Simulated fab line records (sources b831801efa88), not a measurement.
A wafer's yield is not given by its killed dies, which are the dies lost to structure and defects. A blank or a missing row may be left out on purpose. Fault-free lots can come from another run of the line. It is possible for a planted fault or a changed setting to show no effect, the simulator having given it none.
Chamber matching ; flow sky130 ; 3 sister chambers for SKY_LI_CONTACT_HDPCVD_00 on hdpcvd-01
The step deposits PSG, target thk 930 nm, time 155 s. 15 wafers are shown with their chamber, then 7 later ones without.

== WAFERS PAIRED WITH THEIR CHAMBERS ==
wafer;chamber;run-length-s (s);sih4-flow-sccm (sccm)
L997.1;1;182.6;59.77
L997.5;1;182.6;59.83
L997.6;0;184.2;60.09
L998.1;0;183.7;60.25
L998.2;2;182.5;59.81
L998.4;1;183.0;59.95
L999.2;0;183.5;59.79
L999.4;2;182.1;60.19
L999.6;1;182.7;59.97
L105.1;0;183.5;59.86
L105.2;1;183.6;59.93
L105.6;2;182.6;60.00
L108.1;1;183.0;59.79
L108.3;2;182.1;60.25
L108.5;0;183.9;59.90

SIGNATURES (means of the wafers above)
reading;chamber 0;chamber 1;chamber 2;scatter within a chamber
run-length-s;183.760;182.917;182.325;0.328
sih4-flow-sccm;59.9780;59.8733;60.0625;0.158
Rule: a wafer lies at a distance from a chamber equal to the root of the sum of squares, over the readings, of (its reading less the chamber's mean, divided by the reading's scatter). The wafer belongs to the nearest chamber; if the next one is less than 2 further off, it can't be placed. The scatter: take each reading less its chamber's mean, square it, sum over the shown wafers, divide by the number of wafers less the number of chambers, and take the root.

== WAFERS MISSING THEIR CHAMBER ==
wafer;run-length-s (s);sih4-flow-sccm (sccm)
L110.3;182.8;60.04
L110.4;184.1;60.04
L110.6;183.4;59.82
L116.1;182.8;59.76
L116.6;182.9;59.87
L118.4;182.6;60.29
L118.5;182.4;60.16

== CHAMBER TAKEN BY EACH ==
wafer;from the rows above;in truth
L110.3;can't be placed: 1 or 2 or 0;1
L110.4;0;0
L110.6;can't be placed: 0 or 1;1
L116.1;can't be placed: 1 or 2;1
L116.6;1;1
L118.4;can't be placed: 2 or 1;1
L118.5;can't be placed: 2 or 1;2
2 of 7 placed correctly. Cannot be placed on the basis of these rows: 5; the candidates contain the true chamber in 5. Number placed wrongly: 0.
